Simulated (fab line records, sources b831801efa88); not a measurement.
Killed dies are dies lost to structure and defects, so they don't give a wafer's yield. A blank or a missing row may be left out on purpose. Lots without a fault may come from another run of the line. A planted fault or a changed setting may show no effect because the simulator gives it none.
Which tool did it? | flow sky130 | 11 lots, 33 wafers sampled, at 6 steps of a route of 708

WHAT THE GAUGES READ, wafer by wafer
SKY_LDD_HVP_TW_MEAS_10. Usual: LDD_HVP_TW 460, standard deviation 3.5.
lot  | measured     | on            | LDD_HVP_TW  | flag
L454 | day 22 06:47 | film_metro-02 | 462 455 458 |
L455 | day 22 14:02 | film_metro-02 | 461 455 457 |
L456 | day 22 23:38 | film_metro-02 | 457 458 456 |
L465 | day 26 12:31 | film_metro-03 | 463 460 463 |
L466 | day 26 17:04 | film_metro-04 | 459 461 461 |
L467 | day 26 20:55 | film_metro-03 | 464 465 465 |
L468 | day 27 05:43 | film_metro-02 | 458 461 456 |
L469 | day 27 18:22 | film_metro-02 | 456 458 459 |
L470 | day 28 01:50 | film_metro-03 | 466 464 465 |
L472 | day 28 14:23 | film_metro-03 | 465 465 465 |
L474 | day 29 07:17 | film_metro-03 | 464 465 464 |

SKY_SPACER_THK_MEAS_01. Usual: SPACER_CVD_00_THK 43.1 nm, standard deviation 0.48.
lot  | measured     | on            | SPACER_CVD_00_THK (nm) | flag
L454 | day 23 15:27 | film_metro-01 | 49.0 49.2 49.3         | OFF
L455 | day 23 23:00 | film_metro-02 | 49.0 48.4 48.8         | OFF
L456 | day 24 08:17 | film_metro-02 | 49.4 49.1 49.2         | OFF
L465 | day 27 20:26 | film_metro-02 | 42.8 42.9 42.5         |
L466 | day 27 23:39 | film_metro-02 | 42.2 42.1 42.4         |
L467 | day 28 05:55 | film_metro-03 | 42.5 42.4 42.3         |
L468 | day 28 12:48 | film_metro-03 | 42.9 42.9 43.0         |
L469 | day 29 00:59 | film_metro-01 | 42.3 42.5 42.4         |
L470 | day 29 07:46 | film_metro-03 | 44.0 43.6 43.7         |
L472 | day 29 20:37 | film_metro-02 | 43.1 43.6 43.3         |
L474 | day 30 11:57 | film_metro-03 | 43.8 43.6 43.7         |

SKY_LI_CONTACT_OVL_MEAS_13. Usual: LI_CONTACT_OVL 0 nm, standard deviation 5.4.
lot  | measured     | on         | LI_CONTACT_OVL (nm) | flag
L454 | day 29 20:43 | overlay-02 | -4 0 -2             |
L455 | day 30 02:46 | overlay-01 | 0 1 1               |
L456 | day 30 10:18 | overlay-02 | 4 -6 5              |
L465 | day 33 16:33 | overlay-01 | -5 -3 -6            |
L466 | day 33 20:21 | overlay-01 | 2 -4 1              |
L467 | day 34 00:54 | overlay-01 | 2 -1 5              |
L468 | day 34 08:58 | overlay-01 | 4 11 6              |
L469 | day 34 19:57 | overlay-02 | 1 4 8               |
L470 | day 35 02:16 | overlay-01 | 9 10 9              |
L472 | day 35 13:19 | overlay-02 | 5 4 2               |
L474 | day 36 04:31 | overlay-02 | 0 0 -3              |

WHICH TOOL RAN EACH LOT (tool, then ch and the chambers of the sampled wafers, then the start)
lot  | SKY_SPACER_CVD_00           | SKY_SPACER_ETCHBACK_02             | SKY_POLY_CUT_STRIP_12
L454 | lpcvd-02 ch 0, day 23 14:14 | rie_diel-02 ch 0,1, day 23 15:30   | plasma_asher-02 ch 0,1, day 24 22:08
L455 | lpcvd-02 ch 1, day 23 21:47 | rie_diel-01 ch 0,1, day 23 23:03   | plasma_asher-02 ch 0,1, day 25 05:29
L456 | lpcvd-02 ch 0, day 24 07:05 | rie_diel-03 ch 0,2,3, day 24 08:21 | plasma_asher-01 ch 0,1, day 25 15:08
L465 | lpcvd-02 ch 1, day 27 19:14 | rie_diel-03 ch 0,2,3, day 27 20:30 | plasma_asher-01 ch 0,1, day 29 00:10
L466 | lpcvd-02 ch 1, day 27 22:26 | rie_diel-01 ch 0,2, day 27 23:43   | plasma_asher-02 ch 0,1, day 29 03:37
L467 | lpcvd-02 ch 0, day 28 04:43 | rie_diel-02 ch 0,2, day 28 05:58   | plasma_asher-01 ch 0,1, day 29 09:59
L468 | lpcvd-02 ch 0, day 28 11:35 | rie_diel-02 ch 0,3, day 28 12:52   | plasma_asher-01 ch 0,1, day 29 17:04
L469 | lpcvd-02 ch 0, day 28 23:47 | rie_diel-02 ch 0,1,3, day 29 01:03 | plasma_asher-04 ch 0,1, day 30 05:37
L470 | lpcvd-02 ch 1, day 29 05:57 | rie_diel-02 ch 1,2, day 29 07:49   | plasma_asher-01 ch 0,1, day 30 10:46
L472 | lpcvd-02 ch 0, day 29 19:23 | rie_diel-01 ch 1,2,3, day 29 20:40 | plasma_asher-02 ch 0,1, day 31 00:20
L474 | lpcvd-02 ch 1, day 30 10:44 | rie_diel-01 ch 2,3, day 30 12:00   | plasma_asher-01 ch 0,1, day 31 16:23
- SKY_SPACER_CVD_00: deposits Si3N4 from DCS/NH3, target thk 43.1 nm, time 740 s.
- SKY_SPACER_ETCHBACK_02: etches Si3N4 in CH3F/O2, stops on SiO2, time 46.7 s, target depth 45 nm.
- SKY_POLY_CUT_STRIP_12: strips in O2/N2.

WHAT THE TOOLS THEMSELVES READ (means of the sampled wafers that have a number; where no wafer has one, the mark that the record gives instead)
SKY_SPACER_CVD_00. Usual: spike_tc_centre_C 770.5 C, standard deviation 1.4; zone_power_upper_pct 13.0 %, standard deviation 0.52.
lot  | tool     | spike_tc_centre_C (C) | zone_power_upper_pct (%) | flag
L454 | lpcvd-02 | 770.3                 | 12.5                     |
L455 | lpcvd-02 | 771.5                 | 13.5                     |
L456 | lpcvd-02 | 770.4                 | 12.5                     |
L465 | lpcvd-02 | 772.0                 | 13.6                     |
L466 | lpcvd-02 | 772.4                 | 13.7                     |
L467 | lpcvd-02 | 769.3                 | 12.5                     |
L468 | lpcvd-02 | 769.0                 | 12.5                     |
L469 | lpcvd-02 | 770.2                 | 12.5                     |
L470 | lpcvd-02 | 771.8                 | 13.5                     |
L472 | lpcvd-02 | 769.7                 | 12.5                     |
L474 | lpcvd-02 | 771.1                 | 13.6                     |

SKY_SPACER_ETCHBACK_02. Usual: drypump_motor_current_A 5.8 A, standard deviation 0.36; oes_product_au 0.854 a.u., standard deviation 0.0068; throttle_valve_pct 10.563 %, standard deviation 0.0092.
lot  | tool        | drypump_motor_current_A (A) | oes_product_au (a.u.) | throttle_valve_pct (%) | flag
L454 | rie_diel-02 | 5.5                         | 0.919                 | 10.565                 | OFF
L455 | rie_diel-01 | 5.6                         | 0.915                 | 10.577                 | OFF
L456 | rie_diel-03 | 6.1                         | 0.920                 | 10.574                 | OFF
L465 | rie_diel-03 | 6.1                         | 0.848                 | 10.562                 |
L466 | rie_diel-01 | 5.8                         | 0.849                 | 10.562                 |
L467 | rie_diel-02 | 6.1                         | 0.846                 | 10.560                 |
L468 | rie_diel-02 | 5.6                         | 0.853                 | 10.558                 |
L469 | rie_diel-02 | 5.6                         | 0.847                 | 10.565                 |
L470 | rie_diel-02 | 6.2                         | 0.860                 | 10.567                 |
L472 | rie_diel-01 | 5.8                         | 0.854                 | 10.571                 |
L474 | rie_diel-01 | 6.0                         | 0.859                 | 10.566                 |

SKY_POLY_CUT_STRIP_12. Usual: drypump_motor_current_A 5.95 A, standard deviation 0.24; oes_product_au 0.451 a.u., standard deviation 0.0048; strip_time_to_endpoint_s 5.350 s, standard deviation 0.016.
lot  | tool            | drypump_motor_current_A (A) | oes_product_au (a.u.) | strip_time_to_endpoint_s (s) | flag
L454 | plasma_asher-02 | 6.14                        | 0.453                 | 5.336                        |
L455 | plasma_asher-02 | 5.87                        | 0.447                 | 5.358                        |
L456 | plasma_asher-01 | 6.05                        | 0.450                 | 5.335                        |
L465 | plasma_asher-01 | 6.06                        | 0.450                 | 5.339                        |
L466 | plasma_asher-02 | 6.14                        | 0.448                 | 5.340                        |
L467 | plasma_asher-01 | 6.05                        | 0.456                 | 5.358                        |
L468 | plasma_asher-01 | 5.98                        | 0.451                 | 5.347                        |
L469 | plasma_asher-04 | 5.76                        | 0.450                 | 5.345                        |
L470 | plasma_asher-01 | 5.99                        | 0.452                 | 5.339                        |
L472 | plasma_asher-02 | 5.86                        | 0.454                 | 5.333                        |
L474 | plasma_asher-01 | 5.99                        | 0.451                 | 5.360                        |

THE ANSWER, worked out from the rows above alone
Rule: a lot is off if the mean of its wafers that have a number lies more than 3 standard deviations from the usual mean. A lot without any number at a reading at which 4 lots or more have one is off too. The other lots that the step has rows for count as sound. The gauges are gone through in route order, then the tools' own readings, and for those a lot's mean is taken as printed above. The first step at which some lot is off is used, and at that step the reading that is off furthest; a lot without a number counts as furthest.
Off: L454, L455, L456, at SKY_SPACER_THK_MEAS_01 (SPACER_CVD_00_THK).
A tool fits if, at a process step before that reading, it ran every lot that is off, and no sound lot after the first of them. The gauges at SKY_SPACER_THK_MEAS_01 aren't tried: what is off there is off at SKY_SPACER_ETCHBACK_02 too, on other tools, and a gauge's error can't cause that. None of those tried fits.

WHAT THE SIMULATOR HAD PUT IN
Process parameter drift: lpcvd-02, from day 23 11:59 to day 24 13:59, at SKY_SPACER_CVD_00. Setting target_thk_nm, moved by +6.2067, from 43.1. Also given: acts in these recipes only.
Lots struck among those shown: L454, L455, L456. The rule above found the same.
